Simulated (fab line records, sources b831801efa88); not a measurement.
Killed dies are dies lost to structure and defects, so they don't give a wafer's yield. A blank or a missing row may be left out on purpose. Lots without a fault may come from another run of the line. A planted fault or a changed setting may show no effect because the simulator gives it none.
Which tool did it? | flow gf180mcu | 12 lots, 36 wafers sampled, at 1 step of a route of 602

WHAT THE GAUGES READ, wafer by wafer
GF_V1_BOW_MEAS_05.
lot  | measured     | on            | V1_BOW (um)
L075 | day 17 13:16 | film_metro-01 | 90 83 81
L077 | day 18 15:13 | film_metro-01 | 73 73 89
L079 | day 18 23:13 | film_metro-01 | 85 81 93
L081 | day 19 21:22 | film_metro-04 | 86 83 75
L083 | day 20 12:15 | film_metro-04 | 79 92 70
L085 | day 21 09:43 | film_metro-01 | 78 89 77
L087 | day 22 04:43 | film_metro-04 | 94 65 73
L089 | day 22 14:16 | film_metro-03 | 99 80 100
L091 | day 23 10:13 | film_metro-04 | 77 74 72
L093 | day 23 22:37 | film_metro-01 | 77 70 82
L095 | day 24 18:08 | film_metro-04 | 81 91 92
L097 | day 25 04:41 | film_metro-04 | 89 93 97

WHICH TOOL RAN EACH LOT (tool, then ch and the chambers of the sampled wafers, then the start)
The record holds no process step before these readings.

THE ANSWER, worked out from the rows above alone
Rule: what is usual is taken from the lots themselves. Put in order of their means at a reading, lots are off if they are a third of the lots or fewer, leave a main group of 4 or more, and stand apart from it by a gap of 3 or more times the standard deviation of the main group's means; of several such gaps the widest counts. A main group whose means are all the same, to the digits that the tables above print for the reading, isn't used. A lot without any number at a reading at which 4 lots or more have one is off too. The other lots that the step has rows for count as sound.
No lot is off at any reading shown: from this, nothing can be told.

WHAT THE SIMULATOR HAD PUT IN
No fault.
